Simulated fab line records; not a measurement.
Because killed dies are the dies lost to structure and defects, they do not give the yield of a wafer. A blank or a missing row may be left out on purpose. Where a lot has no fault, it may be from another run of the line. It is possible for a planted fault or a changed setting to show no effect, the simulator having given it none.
fab line records + flow sky130
[record]
- lots = 14
- wafers = 42
- last-day = 50
route steps=708 shown FIELD_ISO@19 NWELL@63 VT_ADJUST_LVTN@115 VT_ADJUST_HVTR@138
lots untouched by any fault: they come from a run of this same line in which no faults occurred
start-h: the number of hours between the record's first day and the start of the first shown wafer of the lot + wait-h: how many hours have passed since the lot's step before this one + " the same as in the row above + L1.1+2: a single row standing in for several wafers + - either no value or no given start + * or withheld: withheld + < > ~ a bound
route shown NAME@n: names a module that has steps shown in the file, with the first one's number in the route + usual: the fault-free wafers' mean and standard deviation + same: alike in all rows + chamber/n: place in a boat + sites: each site's reading + _std_site: standard deviation of those values + _edge_site: outer sites' mean less inner sites' + radius-mm: for every site, how far away it sits from the centre of the wafer + mask NAME#n: copy n + behind: the most recent tool/chamber to have shaped the wafer + hold: reason for holding the lot/hours on hold/outcome of the hold + device: the n, p or np transistor that did not switch + end of line: at the end of the route, the tests of the same wafers + step lacking rows: just its recipe + killed: not the wafer's yield, but the dies lost to structure and defects at the first sort + map: per-die view of a wafer (x killed, . not killed, _ where there is no die)
set.NAME: the run value of the setting; set.NAME@STEP: its run value at that earlier step + model.NAME: the simulator's own value behind a step, which no gauge read
a sample of lots followed through the steps of the route, with each step as a table and each wafer as a row
services: when a tool's chamber went out of use (start-h, in hours from the record's first day, below 0 if earlier), for how many hours, and the reason
[[steps]]
[step SKY_FIELD_ISO_WET_ETCH_18]
[recipe]
- chemistry = H3PO4
- target-depth-nm = 25
- temp-c = 160
- target = Si3N4
- time-s = 286
[usual]
- bath-guard-temp-C = 159.8/0.57
- bath-heat-duty-pct = 28/3.1
- temp-c = 159.97/0.15
- time-s = 286/0
| lot.wafer | tool         | chamber | start-h | wait-h | bath-guard-temp-C | bath-heat-duty-pct | temp-c | time-s |
|-----------|--------------|---------|---------|--------|-------------------|--------------------|--------|--------|
| L253.1    | wet-bench-03 | 2       | 34.66   | 0.0    | 159.9             | 33                 | 160.07 | 286    |
| L253.3    | "            | 2       | "       | "      | 159.7             | 34                 | 160.10 | 286    |
| L253.4    | "            | 2       | "       | "      | 159.7             | 32                 | 159.89 | 286    |
| L254.1    | wet-bench-03 | 1       | 39.11   | 0.0    | 159.1             | 26                 | 160.21 | 286    |
| L254.3    | "            | 1       | "       | "      | 159.7             | 28                 | 160.11 | 286    |
| L254.6    | "            | 1       | "       | "      | 159.4             | 24                 | 160.32 | 286    |
| L255.1    | wet-bench-02 | 3       | 45.45   | 0.0    | 160.2             | 25                 | 160.10 | 286    |
| L255.2    | "            | 3       | "       | "      | 160.0             | 26                 | 160.30 | 286    |
| L255.6    | "            | 3       | "       | "      | 159.8             | 27                 | 160.25 | 286    |
| L256.3    | wet-bench-01 | 1       | 50.95   | 0.0    | 159.9             | 32                 | 159.83 | 286    |
| L256.4    | "            | 1       | "       | "      | 159.9             | 33                 | 159.87 | 286    |
| L256.5    | "            | 1       | "       | "      | 159.9             | 33                 | 159.94 | 286    |
| L257.1    | wet-bench-03 | 2       | 57.55   | 0.0    | 159.4             | 33                 | 159.66 | 286    |
| L257.2    | "            | 2       | "       | "      | 159.6             | 32                 | 159.90 | 286    |
| L257.4    | "            | 2       | "       | "      | 159.7             | 33                 | 160.11 | 286    |
| L258.1    | wet-bench-02 | 3       | 61.15   | 0.0    | 159.9             | 25                 | 159.69 | 286    |
| L258.3    | "            | 3       | "       | "      | 159.9             | 25                 | 159.90 | 286    |
| L258.4    | "            | 3       | "       | "      | 160.1             | 27                 | 159.82 | 286    |
| L259.1    | wet-bench-02 | 1       | 67.46   | 0.0    | 160.6             | 27                 | 159.81 | 286    |
| L259.4    | "            | 1       | "       | "      | 160.8             | 26                 | 159.91 | 286    |
| L259.6    | "            | 1       | "       | "      | 160.7             | 26                 | 159.93 | 286    |
| L260.2    | wet-bench-03 | 3       | 70.31   | 0.0    | 159.2             | 29                 | 160.04 | 286    |
| L260.3    | "            | 3       | "       | "      | 159.0             | 30                 | 159.94 | 286    |
| L260.5    | "            | 3       | "       | "      | 159.0             | 28                 | 159.96 | 286    |
| L263.3    | wet-bench-01 | 1       | 86.25   | 0.0    | 160.1             | 32                 | 160.11 | 286    |
| L263.4    | "            | 1       | "       | "      | 160.0             | 32                 | 159.90 | 286    |
| L263.5    | "            | 1       | "       | "      | 159.8             | 32                 | 159.93 | 286    |
| L264.1    | wet-bench-03 | 1       | 93.57   | 0.0    | 159.4             | 27                 | 159.86 | 286    |
| L264.2    | "            | 1       | "       | "      | 159.0             | 28                 | 159.87 | 286    |
| L264.4    | "            | 1       | "       | "      | 159.9             | 26                 | 159.87 | 286    |
| L271.2    | wet-bench-03 | 3       | 128.12  | 0.0    | -                 | -                  | -      | -      |
| L271.3    | "            | 3       | "       | "      | -                 | -                  | -      | -      |
| L271.6    | "            | 3       | "       | "      | -                 | -                  | -      | -      |
| L272.3    | wet-bench-03 | 1       | 134.12  | 0.0    | -                 | -                  | -      | -      |
| L272.4    | "            | 1       | "       | "      | -                 | -                  | -      | -      |
| L272.5    | "            | 1       | "       | "      | -                 | -                  | -      | -      |
| L274.1    | wet-bench-03 | 2       | 145.55  | 0.0    | 159.8             | 33                 | 160.22 | 286    |
| L274.3    | "            | 2       | "       | "      | 159.1             | 30                 | 159.75 | 286    |
| L274.6    | "            | 2       | "       | "      | 159.6             | 34                 | 160.00 | 286    |
| L275.2    | wet-bench-02 | 1       | 148.55  | 0.0    | 160.9             | 26                 | 159.77 | 286    |
| L275.3    | "            | 1       | "       | "      | 161.0             | 28                 | 159.92 | 286    |
| L275.4    | "            | 1       | "       | "      | 160.7             | 27                 | 159.68 | 286    |
[step SKY_NWELL_OVL_MEAS_10]
[usual]
- NWELL_00_OVL = -0.5/2.6
| lot.wafer | tool       | chamber | start-h | wait-h | NWELL_00_OVL[nm] |
|-----------|------------|---------|---------|--------|------------------|
| L253.1    | overlay-02 | -       | 94.97   | -      | -3.9             |
| L253.3    | "          | -       | "       | "      | -2.3             |
| L253.4    | "          | -       | "       | "      | -2.5             |
| L254.1    | overlay-02 | -       | 96.02   | -      | 1.8              |
| L254.3    | "          | -       | "       | "      | 2.9              |
| L254.6    | "          | -       | "       | "      | 1.2              |
| L255.1    | overlay-02 | -       | 103.82  | -      | -1.7             |
| L255.2    | "          | -       | "       | "      | -0.5             |
| L255.6    | "          | -       | "       | "      | -1.5             |
| L256.3    | overlay-02 | -       | 109.00  | -      | -0.5             |
| L256.4    | "          | -       | "       | "      | -2.1             |
| L256.5    | "          | -       | "       | "      | -1.5             |
| L257.1    | overlay-02 | -       | 117.81  | -      | 3.8              |
| L257.2    | "          | -       | "       | "      | 3.8              |
| L257.4    | "          | -       | "       | "      | 4.1              |
| L258.1    | overlay-02 | -       | 122.02  | -      | -1.3             |
| L258.3    | "          | -       | "       | "      | -2.2             |
| L258.4    | "          | -       | "       | "      | -0.4             |
| L259.1    | overlay-01 | -       | 127.07  | -      | -3.0             |
| L259.4    | "          | -       | "       | "      | -1.7             |
| L259.6    | "          | -       | "       | "      | -1.1             |
| L260.2    | overlay-01 | -       | 133.14  | -      | 2.7              |
| L260.3    | "          | -       | "       | "      | -0.6             |
| L260.5    | "          | -       | "       | "      | 0.6              |
| L263.3    | overlay-02 | -       | 149.22  | -      | -0.3             |
| L263.4    | "          | -       | "       | "      | -1.0             |
| L263.5    | "          | -       | "       | "      | 0.2              |
| L264.1    | overlay-01 | -       | 156.82  | -      | -1.4             |
| L264.2    | "          | -       | "       | "      | -3.8             |
| L264.4    | "          | -       | "       | "      | -2.0             |
| L274.1    | overlay-02 | -       | 218.98  | -      | 4.0              |
| L274.3    | "          | -       | "       | "      | 2.9              |
| L274.6    | "          | -       | "       | "      | 2.0              |
| L275.2    | overlay-02 | -       | 224.71  | -      | -2.1             |
| L275.3    | "          | -       | "       | "      | -3.0             |
| L275.4    | "          | -       | "       | "      | -3.5             |
[step SKY_VT_ADJUST_LVTN_OVL_MEAS_18]
[usual]
- VT_ADJUST_LVTN_01_OVL = -0.1/1.4
| lot.wafer | tool       | chamber | start-h | wait-h | VT_ADJUST_LVTN_01_OVL[nm] |
|-----------|------------|---------|---------|--------|---------------------------|
| L253.1    | overlay-01 | -       | 172.98  | 0.1    | 0.2                       |
| L253.3    | "          | -       | "       | "      | -1.4                      |
| L253.4    | "          | -       | "       | "      | -0.1                      |
| L254.1    | overlay-01 | -       | 174.98  | 0.1    | -0.2                      |
| L254.3    | "          | -       | "       | "      | -0.3                      |
| L254.6    | "          | -       | "       | "      | -2.2                      |
| L255.1    | overlay-01 | -       | 182.87  | 0.1    | -0.7                      |
| L255.2    | "          | -       | "       | "      | -0.5                      |
| L255.6    | "          | -       | "       | "      | 1.4                       |
| L256.3    | overlay-02 | -       | 188.95  | 0.1    | 0.2                       |
| L256.4    | "          | -       | "       | "      | -1.6                      |
| L256.5    | "          | -       | "       | "      | -0.1                      |
| L257.1    | overlay-02 | -       | 198.42  | 0.1    | -0.3                      |
| L257.2    | "          | -       | "       | "      | -1.7                      |
| L257.4    | "          | -       | "       | "      | 0.2                       |
| L258.1    | overlay-02 | -       | 203.88  | 0.1    | -1.2                      |
| L258.3    | "          | -       | "       | "      | -2.6                      |
| L258.4    | "          | -       | "       | "      | -2.1                      |
| L259.1    | overlay-02 | -       | 209.68  | 0.1    | -1.8                      |
| L259.4    | "          | -       | "       | "      | -0.4                      |
| L259.6    | "          | -       | "       | "      | -1.9                      |
| L260.2    | overlay-01 | -       | 216.89  | 0.1    | -0.2                      |
| L260.3    | "          | -       | "       | "      | 1.4                       |
| L260.5    | "          | -       | "       | "      | 1.8                       |
| L263.3    | overlay-02 | -       | 236.10  | 0.1    | -0.5                      |
| L263.4    | "          | -       | "       | "      | 0.4                       |
| L263.5    | "          | -       | "       | "      | 1.2                       |
| L264.1    | overlay-01 | -       | 243.92  | 0.1    | 1.4                       |
| L264.2    | "          | -       | "       | "      | -2.1                      |
| L264.4    | "          | -       | "       | "      | 1.0                       |
| L274.1    | overlay-01 | -       | 316.52  | 0.1    | 0.3                       |
| L274.3    | "          | -       | "       | "      | 0.3                       |
| L274.6    | "          | -       | "       | "      | 1.0                       |
| L275.2    | overlay-01 | -       | 324.03  | 0.1    | -0.7                      |
| L275.3    | "          | -       | "       | "      | -1.6                      |
| L275.4    | "          | -       | "       | "      | 0.6                       |
[step SKY_VT_ADJUST_HVTR_CD_MEAS_07]
[recipe]
- target-cd-nm = 380
[usual]
- cd-nm = 380/3
| lot.wafer | tool      | chamber | start-h | wait-h | cd-nm |
|-----------|-----------|---------|---------|--------|-------|
| L253.1    | cd-sem-02 | -       | 215.72  | 0.1    | 386   |
| L253.3    | "         | -       | "       | "      | 386   |
| L253.4    | "         | -       | "       | "      | 384   |
| L254.1    | cd-sem-01 | -       | 217.61  | 0.1    | 380   |
| L254.3    | "         | -       | "       | "      | 378   |
| L254.6    | "         | -       | "       | "      | 381   |
| L255.1    | cd-sem-02 | -       | 226.81  | 0.1    | 385   |
| L255.2    | "         | -       | "       | "      | 384   |
| L255.6    | "         | -       | "       | "      | 385   |
| L256.3    | cd-sem-02 | -       | 233.61  | 0.1    | 375   |
| L256.4    | "         | -       | "       | "      | 374   |
| L256.5    | "         | -       | "       | "      | 373   |
| L257.1    | cd-sem-02 | -       | 244.22  | 0.1    | 378   |
| L257.2    | "         | -       | "       | "      | 378   |
| L257.4    | "         | -       | "       | "      | 380   |
| L258.1    | cd-sem-02 | -       | 249.86  | 0.1    | 380   |
| L258.3    | "         | -       | "       | "      | 378   |
| L258.4    | "         | -       | "       | "      | 381   |
| L259.1    | cd-sem-02 | -       | 256.78  | 0.1    | 381   |
| L259.4    | "         | -       | "       | "      | 380   |
| L259.6    | "         | -       | "       | "      | 378   |
| L260.2    | cd-sem-01 | -       | 263.39  | 0.1    | 380   |
| L260.3    | "         | -       | "       | "      | 380   |
| L260.5    | "         | -       | "       | "      | 382   |
| L263.3    | cd-sem-02 | -       | 285.10  | 0.1    | 378   |
| L263.4    | "         | -       | "       | "      | 379   |
| L263.5    | "         | -       | "       | "      | 381   |
| L264.1    | cd-sem-01 | -       | 291.73  | 0.1    | 378   |
| L264.2    | "         | -       | "       | "      | 380   |
| L264.4    | "         | -       | "       | "      | 385   |
| L274.1    | cd-sem-02 | -       | 368.66  | 0.1    | 377   |
| L274.3    | "         | -       | "       | "      | 378   |
| L274.6    | "         | -       | "       | "      | 378   |
| L275.2    | cd-sem-02 | -       | 379.58  | 0.1    | 379   |
| L275.3    | "         | -       | "       | "      | 376   |
| L275.4    | "         | -       | "       | "      | 376   |
[[services]]
| tool         | chamber | start-h | hours | kind   |
|--------------|---------|---------|-------|--------|
| wet-bench-03 | -       | 24.99   | 6.8   | repair |
[[key]]
[first-sign]
- step = SKY_FIELD_ISO_WET_ETCH_18
- reading = tool-record
- direction = missing
effect none on later readings
met-at SKY_FIELD_ISO_WET_ETCH_18
struck-lots L271,L272
later-rows-left-out L271.2,L271.3,L271.6,L272.3,L272.4,L272.5
sort-left-out L271.2,L271.3,L271.6,L272.3,L272.4,L272.5
tester-left-out L271,L272
not-acting-at SKY_NWELL_OVL_MEAS_10,SKY_VT_ADJUST_LVTN_OVL_MEAS_18,SKY_VT_ADJUST_HVTR_CD_MEAS_07
onset-between 93.57 128.12
[fault]
- kind = skipped-step-whole
- tool = wet-bench-03
- chamber = -
- onset-h = 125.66
- steps = SKY_FIELD_ISO_WET_ETCH_18
- scope = struck-lots-only
// tester-left-out: of these lots the tester's yield and bins aren't shown, on N5 and GAA mostly nor the transistor test; their killed dies are dies lost to structure and defects alone, not to doping, threshold or leakage, so they don't give the yield
// sort-left-out: the simulated sort isn't trusted on such a fault, so these wafers' sort isn't shown, and their yield isn't known
// later-rows-left-out: the simulator's readings of these wafers behind a module that went badly wrong aren't trusted and aren't shown, but for the sort
